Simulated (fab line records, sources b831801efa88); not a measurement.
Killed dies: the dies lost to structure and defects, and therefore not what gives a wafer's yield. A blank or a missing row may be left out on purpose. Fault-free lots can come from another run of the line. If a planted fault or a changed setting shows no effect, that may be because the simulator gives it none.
Which of the tools did it? | flow sky130 | 6 lots with 18 wafers sampled at 2 steps, on a route of 708 steps

== WHAT THE GAUGES SHOWED, per wafer ==
SKY_CAP2M_THK_MEAS_01.
lot  | measured     | on           | CAP2M_CVD_00_THK (nm)
L110 | day 40 09:16 | filmMetro-03 | 15.68 15.21 15.54
L113 | day 41 10:07 | filmMetro-02 | 15.34 15.10 15.38
L116 | day 42 14:28 | filmMetro-02 | 15.49 15.24 15.53
L120 | day 43 05:48 | filmMetro-03 | 15.35 15.02 15.31
L123 | day 44 00:10 | filmMetro-03 | 15.75 15.91 15.39
L131 | day 45 23:07 | filmMetro-03 | 15.84 16.09 15.61

== WHAT TOOL EACH LOT RAN ON (gives the tool, then ch and the chambers of the sampled wafers, and finally the start) ==
lot  | SKY_VT_ADJUST_NCORE_STRIP_10
L110 | plasmaAsher-03 ch 0,1, day 9 02:52
L113 | plasmaAsher-01 ch 0,1, day 10 02:41
L116 | plasmaAsher-02 ch 0,1, day 11 05:28
L120 | plasmaAsher-01 ch 0,1, day 12 05:13
L123 | plasmaAsher-03 ch 0,1, day 12 20:51
L131 | plasmaAsher-01 ch 0,1, day 15 06:34
- SKY_VT_ADJUST_NCORE_STRIP_10: strips in O2/N2.

== THE ANSWER, worked out from the rows above alone ==
Rule: usual is defined by the lots themselves. Put in order of their means at a reading, lots are off if they are a third of the lots or fewer, leave a main group of 4 or more, and stand apart from it by a gap of 3 or more times the standard deviation of the main group's means; of several such gaps the widest counts. Not used: any main group whose means are identical at the precision the tables above print for the reading. Also off: a lot with no number at a reading for which 4 or more lots have one. The other lots that the step has rows for count as sound.
None of the lots is off at any reading shown; this tells nothing.

== WHAT THE SIMULATOR PUT IN ==
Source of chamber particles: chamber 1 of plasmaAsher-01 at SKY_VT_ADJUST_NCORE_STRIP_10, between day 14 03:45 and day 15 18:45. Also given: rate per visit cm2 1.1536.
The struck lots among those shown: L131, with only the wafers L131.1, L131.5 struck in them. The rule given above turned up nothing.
